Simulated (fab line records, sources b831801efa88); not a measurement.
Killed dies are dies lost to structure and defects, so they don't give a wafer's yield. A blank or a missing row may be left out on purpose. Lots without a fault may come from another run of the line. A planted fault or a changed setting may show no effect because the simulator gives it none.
Which tool did it? | flow gf180mcu | 14 lots, 42 wafers sampled, at 3 steps of a route of 602

WHAT THE GAUGES READ, wafer by wafer
GF_SAB_CD_MEAS_09: target cd 420 nm.
lot  | measured     | on        | cd_nm (nm)
L854 | day 15 10:59 | cd_sem-01 | 420.3 420.2 418.4
L855 | day 16 03:56 | cd_sem-01 | 418.4 417.7 419.6
L856 | day 16 10:31 | cd_sem-02 | 421.2 418.4 420.5
L857 | day 16 15:47 | cd_sem-02 | 418.2 416.8 418.5
L858 | day 17 00:38 | cd_sem-02 | 419.7 417.1 416.2
L859 | day 17 14:26 | cd_sem-02 | 418.5 418.3 416.1
L866 | day 20 01:54 | cd_sem-01 | 421.5 423.2 422.4
L867 | day 20 13:12 | cd_sem-02 | 418.2 417.3 418.8
L868 | day 20 15:06 | cd_sem-02 | 420.2 422.8 424.3
L872 | day 22 03:23 | cd_sem-01 | 420.6 420.9 419.9
L873 | day 22 12:21 | cd_sem-01 | 423.4 424.5 421.0
L874 | day 22 23:15 | cd_sem-02 | 418.9 420.8 421.0
L875 | day 23 01:37 | cd_sem-01 | 419.6 417.9 419.6
L876 | day 23 06:42 | cd_sem-01 | 418.4 419.7 421.5

GF_CONTACT_OVL_MEAS_15.
lot  | measured     | on         | CONTACT_OVL (nm)
L854 | day 16 10:52 | overlay-02 | -9 -7 -10
L855 | day 17 04:36 | overlay-01 | -4 -4 -5
L856 | day 17 10:17 | overlay-01 | 9 0 3
L857 | day 17 16:40 | overlay-01 | 6 1 4
L858 | day 18 01:21 | overlay-01 | 8 12 9
L859 | day 18 15:58 | overlay-02 | -10 -4 -1
L866 | day 21 04:00 | overlay-02 | 0 4 7
L867 | day 21 15:18 | overlay-02 | -5 -6 -6
L868 | day 21 16:22 | overlay-01 | 4 0 -1
L872 | day 23 04:07 | overlay-01 | -4 -8 -7
L873 | day 23 12:32 | overlay-01 | -3 -6 -4
L874 | day 23 23:10 | overlay-01 | 1 -3 5
L875 | day 24 02:10 | overlay-01 | 1 10 1
L876 | day 24 06:28 | overlay-01 | 4 5 17

WHICH TOOL RAN EACH LOT (tool, then ch and the chambers of the sampled wafers, then the start)
lot  | GF_SALICIDE_RTA_06
L854 | rtp_anneal-02 ch 0, day 15 11:43
L855 | rtp_anneal-02 ch 0, day 16 04:40
L856 | rtp_anneal-02 ch 0, day 16 11:14
L857 | rtp_anneal-02 ch 0, day 16 16:31
L858 | rtp_anneal-02 ch 0, day 17 01:22
L859 | rtp_anneal-01 ch 0, day 17 15:10
L866 | rtp_anneal-02 ch 0, day 20 02:38
L867 | rtp_anneal-02 ch 0, day 20 13:56
L868 | rtp_anneal-01 ch 0, day 20 15:50
L872 | rtp_anneal-01 ch 0, day 22 04:07
L873 | rtp_anneal-02 ch 0, day 22 13:08
L874 | rtp_anneal-02 ch 0, day 22 23:59
L875 | rtp_anneal-02 ch 0, day 23 02:20
L876 | rtp_anneal-02 ch 0, day 23 07:26
- GF_SALICIDE_RTA_06: time 30 s.

WHAT THE TOOLS THEMSELVES READ (means of the sampled wafers that have a number; where no wafer has one, the mark that the record gives instead)
GF_SALICIDE_RTA_06.
lot  | tool          | chamber_o2_ppm | lamp_power_pct (%) | wafer_temp_C_max
L854 | rtp_anneal-02 | 2.024          | 7.1                | 531.3
L855 | rtp_anneal-02 | 2.005          | 7.1                | 531.5
L856 | rtp_anneal-02 | 1.997          | 7.1                | 531.8
L857 | rtp_anneal-02 | 302.027        | 7.1                | 532.1
L858 | rtp_anneal-02 | 301.983        | 7.1                | 531.5
L859 | rtp_anneal-01 | 2.013          | 6.2                | 532.0
L866 | rtp_anneal-02 | 1.993          | 7.1                | 531.5
L867 | rtp_anneal-02 | 1.996          | 7.1                | 531.5
L868 | rtp_anneal-01 | 2.014          | 6.2                | 531.1
L872 | rtp_anneal-01 | 2.005          | 6.2                | 531.5
L873 | rtp_anneal-02 | 1.973          | 7.1                | 531.0
L874 | rtp_anneal-02 | 1.987          | 7.1                | 531.9
L875 | rtp_anneal-02 | 2.006          | 7.1                | 531.4
L876 | rtp_anneal-02 | 2.024          | 7.1                | 531.3

THE ANSWER, worked out from the rows above alone
Rule: what is usual is taken from the lots themselves. Put in order of their means at a reading, lots are off if they are a third of the lots or fewer, leave a main group of 4 or more, and stand apart from it by a gap of 3 or more times the standard deviation of the main group's means; of several such gaps the widest counts. A main group whose means are all the same, to the digits that the tables above print for the reading, isn't used. A lot without any number at a reading at which 4 lots or more have one is off too. The other lots that the step has rows for count as sound. The gauges are gone through in route order, then the tools' own readings, and for those a lot's mean is taken as printed above. The first step at which some lot is off is used, and at that step the reading that is off furthest; a lot without a number counts as furthest.
Off: L857, L858, at GF_SALICIDE_RTA_06 (chamber_o2_ppm). The main group: mean 2.003, standard deviation 0.014.
A tool fits if, at that step or a process step before it, it ran every lot that is off, and no sound lot after the first of them. None of those tried fits.

WHAT THE SIMULATOR HAD PUT IN
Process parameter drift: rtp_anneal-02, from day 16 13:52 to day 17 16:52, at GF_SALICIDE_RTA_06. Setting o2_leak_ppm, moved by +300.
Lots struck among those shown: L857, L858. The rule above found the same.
